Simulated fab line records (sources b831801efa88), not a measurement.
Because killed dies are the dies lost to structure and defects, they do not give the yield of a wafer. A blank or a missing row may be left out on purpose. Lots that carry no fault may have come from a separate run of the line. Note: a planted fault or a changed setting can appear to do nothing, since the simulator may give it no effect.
A struck lot beside a sound one :: flow sky130 :: 17 steps out of a route of 708
Sound: the wafers L921.2, L921.5, L921.6. Wafers L919.4, L919.5, L919.6 were the ones struck. Last of all comes the cause.
For every step that has rows: the tool of each side, followed by ch and its chambers, followed by its first start. Under that, the readings that differ: sound wafers :: struck wafers :: difference of the means :: sigmas: that difference in standard deviations of wafers without a fault.
alike: readings with means less than 2 such deviations apart, plus words and numbers identical on both sides. not compared: withheld readings, readings lacking a value on some wafer, bounds such as >300 that could conceal the same value, and numbers that have no deviation in the record and whose values overlap.
The two part at a step that has a row with sigmas, a row that says differs or no value, or rows on one side only. Numbers that don't overlap but have no deviation are shown without sigmas and don't part them. Lack of a reading on every wafer of one side parts them only where that side has two or more wafers.

first, 5 steps without rows for these wafers: SKY_VIA4_COAT_06 (resist thk 1140 nm); SKY_VIA4_SOFTBAKE_07 (time 60 s); SKY_VIA4_EXPOSE_08 (exposes mask VIM4, target cd 800 nm); SKY_VIA4_PEB_09; SKY_VIA4_DEVELOP_10 (develop time 60 s).
SKY_VIA4_OVL_MEAS_11:
  sound on overlay-01, day 43 16:20; struck on overlay-01, day 42 11:43
  alike: VIA4_OVL
SKY_VIA4_ETCH_12: etches SiO2 in C4F8/O2/Ar, stops on TiN, target depth 580 nm.
  sound on rie-diel-01 ch 0,1, day 43 16:22; struck on rie-diel-01 ch 1,2, day 42 11:43
  alike: oes-product-au
SKY_VIA4_STRIP_13: strips in O2/N2.
  sound on plasma-asher-01 ch 0,1, day 43 16:27; struck on plasma-asher-04 ch 0,1, day 42 11:50
reading: drypump-motor-current-A (A)
sound: 6.1 5.9 6.0
struck: 4.9 5.4 5.0
difference: -0.9
sigmas: -3
  alike: oes-product-au, strip-time-to-endpoint-s
  not compared: rf-hours-counter-h
then, 3 steps without rows for these wafers: SKY_VIA4_STRIP_14 (strips in post etch residue remover, time 1200 s); SKY_VIA4_CLEAN_15 (cleans in IPA, time 180 s); SKY_VIA4_CLEAN_16 (cleans in O3/DIW).
SKY_VIA4_SPUTTER_17: material TiN, target thk 20 nm, time 80 s.
  sound on pvd-sputter-04, day 43 17:05; struck on pvd-sputter-04, day 42 12:27
  alike: cathode-dc-power-W, throttle-valve-pct
SKY_VIA4_CVD_18: deposits W, target thk 505 nm, time 152.14 s.
  sound on cvd-w-01 ch 0,1, day 43 17:08; struck on cvd-w-02 ch 0,1, day 42 12:53
  alike: heater-power-w
SKY_VIA4_RS_MEAS_19: measures by four-point-probe.
  sound on film-metro-03, day 43 17:19; struck on film-metro-03, day 42 13:02
reading: VIA4_W_RS (ohm/sq)
sound: 0.2248 0.2300 0.2279
struck: 0.1127 0.1127 0.1119
difference: -0.1151
sigmas: -46
SKY_VIA4_THK_MEAS_20: measures by xrf.
  sound on film-metro-03, day 43 17:26; struck on film-metro-03, day 42 13:08
  not compared: VIA4_W_THK
SKY_VIA4_CMP_21: polishes, stops on SiO2, t overpolish 25 s, target thk 0 nm.
  sound on cmp-02 ch 0,1, day 43 17:29; struck on cmp-01 ch 0,2,3, day 42 13:16
reading: time-to-endpoint-s (s)
sound: 121.8 120.4 123.8
struck: 242.8 250.5 249.8
difference: +125.7
sigmas: +42
  alike: motor-current-A, overpolish-run-s, slurry-filter-dp-kPa
SKY_METAL5_SPUTTER_00: material Ti, target thk 15 nm, time 10 s.
  sound on pvd-sputter-02, day 43 17:47; struck on pvd-sputter-02, day 42 13:28
  alike: cathode-dc-power-W, throttle-valve-pct

## WHERE THEY PART
At SKY_VIA4_STRIP_13 first; at SKY_VIA4_CMP_21 last (within this record only). Later steps at which nothing parts them and some readings are alike: SKY_METAL5_SPUTTER_00.

WHY: the cause the simulator had injected
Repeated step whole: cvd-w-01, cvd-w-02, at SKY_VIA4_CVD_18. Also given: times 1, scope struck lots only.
